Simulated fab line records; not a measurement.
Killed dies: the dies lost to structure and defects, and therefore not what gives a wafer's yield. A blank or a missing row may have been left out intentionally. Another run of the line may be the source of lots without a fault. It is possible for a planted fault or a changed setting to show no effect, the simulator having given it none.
Which tool was responsible? -- flow gf180mcu -- 7 lots with 21 wafers sampled at 3 steps, on a route of 602 steps

== WHAT EACH GAUGE READ, for each wafer ==
GF_M1_OVL_MEAS_15.
lot,measured,on,M1_OVL (nm)
L847,day 17 09:10,overlay-01,4 1 -1
L850,day 18 17:13,overlay-01,7 4 1
L855,day 20 19:22,overlay-02,0 0 -3
L860,day 22 06:35,overlay-02,3 5 6
L865,day 23 22:34,overlay-01,9 4 10
L867,day 24 15:05,overlay-01,0 -5 2
L869,day 25 05:28,overlay-01,3 2 3

== WHAT TOOL EACH LOT RAN ON (gives the tool, then ch and the chambers of the sampled wafers, and finally the start) ==
lot,GF_M1_SPUTTER_02,GF_M1_SPUTTER_04
L847,"pvd sputter-02, day 16 09:58","pvd sputter-02, day 16 10:01"
L850,"pvd sputter-04, day 17 17:01","pvd sputter-04, day 17 17:04"
L855,"pvd sputter-02, day 19 18:58","pvd sputter-02, day 19 19:01"
L860,"pvd sputter-04, day 21 06:37","pvd sputter-04, day 21 06:40"
L865,"pvd sputter-04, day 22 23:53","pvd sputter-04, day 22 23:56"
L867,"pvd sputter-02, day 23 16:31","pvd sputter-02, day 23 16:34"
L869,"pvd sputter-02, day 24 07:50","pvd sputter-02, day 24 07:53"
- GF_M1_SPUTTER_02: material AlCu, target thk 450 nm, time 23.9 s.
- GF_M1_SPUTTER_04: material TiN, target thk 50 nm, time 41.7 s.

== THE ANSWER, worked out from the rows above alone ==
Rule: usual is defined by the lots themselves. Put in order of their means at a reading, lots are off if they are a third of the lots or fewer, leave a main group of 4 or more, and stand apart from it by a gap of 3 or more times the standard deviation of the main group's means; of several such gaps the widest counts. A main group whose means are all the same, to the digits that the tables above print for the reading, isn't used. Also off: a lot with no number at a reading for which 4 or more lots have one. All remaining lots with rows at the step are treated as sound.
Nothing can be told from this: no lot is off at any reading shown.

== WHAT WAS PUT IN BY THE SIMULATOR ==
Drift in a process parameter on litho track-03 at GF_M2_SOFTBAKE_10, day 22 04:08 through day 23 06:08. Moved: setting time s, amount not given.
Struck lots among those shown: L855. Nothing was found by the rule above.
